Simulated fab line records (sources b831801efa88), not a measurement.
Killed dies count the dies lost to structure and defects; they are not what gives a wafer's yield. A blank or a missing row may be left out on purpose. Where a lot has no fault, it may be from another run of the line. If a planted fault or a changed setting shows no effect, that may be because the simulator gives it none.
Chamber matching ; flow sky130 ; 4 sister chambers for SKY_CONTACT_ETCH_17 on rie diel-03
The step etches SiO2 in C4F8/O2/Ar, stops on Si3N4, target depth 340 nm. 8 wafers are shown with their chamber, then 10 later ones without.

## EACH WAFER AND ITS CHAMBER
wafer;chamber;oes product au (a.u.)
L086.3;3;0.885
L087.5;0;0.886
L087.6;1;0.887
L093.1;1;0.894
L093.2;2;0.896
L093.6;3;0.898
L095.1;0;0.894
L095.2;2;0.895

## WAFERS MISSING THEIR CHAMBER
wafer;oes product au (a.u.)
L095.5;0.897
L090.1;0.882
L090.5;0.888
L090.6;0.881
L096.2;0.882
L096.4;0.895
L096.5;0.896
L092.3;0.889
L092.4;0.888
L092.5;0.884

## THE CHAMBER EACH PASSED THROUGH
wafer;from the rows above;in truth
L095.5;can't be placed: 2 or 3 or 1 or 0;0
L090.1;can't be placed: 0 or 1 or 3 or 2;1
L090.5;can't be placed: 0 or 1 or 3 or 2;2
L090.6;can't be placed: 0 or 1 or 3 or 2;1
L096.2;can't be placed: 0 or 1 or 3 or 2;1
L096.4;can't be placed: 2 or 3 or 1 or 0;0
L096.5;can't be placed: 2 or 3 or 1 or 0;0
L092.3;can't be placed: 0 or 1 or 3 or 2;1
L092.4;can't be placed: 0 or 1 or 3 or 2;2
L092.5;can't be placed: 0 or 1 or 3 or 2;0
0 of 10 placed correctly. These rows do not allow placing 10 (true chamber among the candidates in 10). Placed wrongly: 0.
How it was worked out, from the rows above alone: a wafer's distance from a chamber is the root of the sum, over the readings, of the square of ((its reading less the chamber's mean) divided by the reading's scatter). If the next closest chamber is less than 2 further off than the closest, the wafer can't be placed; otherwise it belongs to the closest. For every chamber, the mean is computed from those of its wafers that are shown. How the scatter is found: for the shown wafers, subtract from each reading the mean of its chamber, square and add these, divide the total by (wafers less chambers), then take the root.
